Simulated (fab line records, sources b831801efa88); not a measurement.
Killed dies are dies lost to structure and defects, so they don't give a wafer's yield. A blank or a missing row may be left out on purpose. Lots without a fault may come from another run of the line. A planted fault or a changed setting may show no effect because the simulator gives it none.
Chamber matching | flow gf180mcu | GF_V5_CVD_02 on pecvd-01: 3 sister chambers
The step deposits SiO2 from TEOS, target thk 1450 nm, time 163.28 s. 6 wafers are shown with their chamber, then 11 later ones without.

WAFERS WITH THEIR CHAMBER
wafer  | chamber | heater_power_w (W)
L091.2 | 2       | 714
L091.3 | 0       | 724
L092.2 | 1       | 757
L092.3 | 2       | 690
L092.6 | 1       | 641
L094.4 | 0       | 763

WAFERS WITHOUT THEIR CHAMBER
wafer  | heater_power_w (W)
L094.5 | 764
L094.6 | 734
L095.1 | 808
L095.3 | 751
L095.4 | 635
L096.1 | 699
L096.3 | 804
L096.6 | 785
L097.2 | 794
L097.3 | 714
L097.6 | 636

WHICH CHAMBER EACH WENT THROUGH
wafer  | from the rows above          | in truth
L094.5 | can't be placed: 0 or 2 or 1 | 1
L094.6 | can't be placed: 0 or 2 or 1 | 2
L095.1 | can't be placed: 0 or 2 or 1 | 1
L095.3 | can't be placed: 0 or 2 or 1 | 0
L095.4 | can't be placed: 1 or 2 or 0 | 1
L096.1 | can't be placed: 1 or 2 or 0 | 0
L096.3 | can't be placed: 0 or 2 or 1 | 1
L096.6 | can't be placed: 0 or 2 or 1 | 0
L097.2 | can't be placed: 0 or 2 or 1 | 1
L097.3 | can't be placed: 2 or 1 or 0 | 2
L097.6 | can't be placed: 1 or 2 or 0 | 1
Placed correctly: 0 of 11. Can't be placed from these rows: 11 (the true chamber is among the candidates in 11). Placed wrongly: 0.
How it was worked out, from the rows above alone: a wafer's distance from a chamber is the root of the sum, over the readings, of the square of ((its reading less the chamber's mean) divided by the reading's scatter). The wafer belongs to the nearest chamber; if the next one is less than 2 further off, it can't be placed. A chamber's mean is the mean of its shown wafers. The scatter: the root of (the sum of the squares of (reading less its chamber's mean) over the shown wafers, divided by (wafers less chambers)).
